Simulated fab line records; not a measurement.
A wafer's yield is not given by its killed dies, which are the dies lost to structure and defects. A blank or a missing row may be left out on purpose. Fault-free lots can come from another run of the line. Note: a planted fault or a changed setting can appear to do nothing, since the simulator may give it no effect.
Which tool did it? + flow sky130 + 21 wafers from 7 lots sampled at 2 of the route's 708 steps

== WHAT THE GAUGES READ, wafer by wafer ==
SKY_SONOS_TUNNEL_OVL_MEAS_08.
| lot  | measured     | on         | SONOS_TUNNEL_OVL (nm) |
|------|--------------|------------|-----------------------|
| L804 | day 11 15:49 | overlay-01 | 1.0 3.1 2.8           |
| L806 | day 12 03:52 | overlay-02 | -2.4 -0.3 1.5         |
| L812 | day 14 14:38 | overlay-01 | -0.2 0.4 -1.3         |
| L816 | day 15 16:46 | overlay-02 | 0.9 1.8 3.2           |
| L819 | day 16 22:13 | overlay-02 | 259.9 260.4 258.4     |
| L822 | day 17 13:51 | overlay-02 | -2.0 -2.0 -1.1        |
| L825 | day 18 17:04 | overlay-02 | 262.9 260.9 259.0     |

== EACH LOT AND THE TOOL THAT RAN IT (in order: tool; ch and the chambers of the sampled wafers; start) ==
| lot  | SKY_SONOS_TUNNEL_EXPOSE_04          |
|------|-------------------------------------|
| L804 | iline stepper-01 ch 0, day 11 03:59 |
| L806 | iline stepper-02 ch 0, day 11 16:25 |
| L812 | iline stepper-02 ch 0, day 14 01:21 |
| L816 | iline stepper-02 ch 0, day 15 03:46 |
| L819 | iline stepper-01 ch 0, day 16 08:10 |
| L822 | iline stepper-02 ch 0, day 16 23:38 |
| L825 | iline stepper-01 ch 0, day 18 02:05 |
- SKY_SONOS_TUNNEL_EXPOSE_04: exposes mask TUNM, target cd 410 nm.

== THE ANSWER, worked out from the rows above alone ==
Rule: what is usual is taken from the lots themselves. The widest of any qualifying gaps counts: lots, ordered by their means at a reading, are off when they make up no more than a third of the lots, leave a main group of 4 or more, and stand apart from it by 3 or more times the standard deviation of that group's means. The tables above print the reading to a certain number of digits; a main group whose means all agree to those digits is not used. Also off: a lot with no number at a reading for which 4 or more lots have one. Any other lot the step has rows for is counted as sound.
Off: at SKY_SONOS_TUNNEL_OVL_MEAS_08 (SONOS_TUNNEL_OVL), L819, L825. The main group: mean 0.4 nm, standard deviation 1.5.
A tool fits if, at a process step before that reading, it ran every lot that is off, and no sound lot after the first of them. Those tools and the gauges at SKY_SONOS_TUNNEL_OVL_MEAS_08 are tried in the same way. One fits: SKY_SONOS_TUNNEL_EXPOSE_04 on iline stepper-01. Its last sound lot is L804 (day 11 03:59), its first lot that is off L819 (day 16 08:10): a fault that began between those two fits.

== WHAT THE SIMULATOR HAD PUT IN ==
Scanner matching overlay: iline stepper-01, from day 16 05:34 on, at SKY_SONOS_TUNNEL_EXPOSE_04. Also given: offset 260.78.
Lots struck among those shown: L819, L825. The rule above reached the same finding.
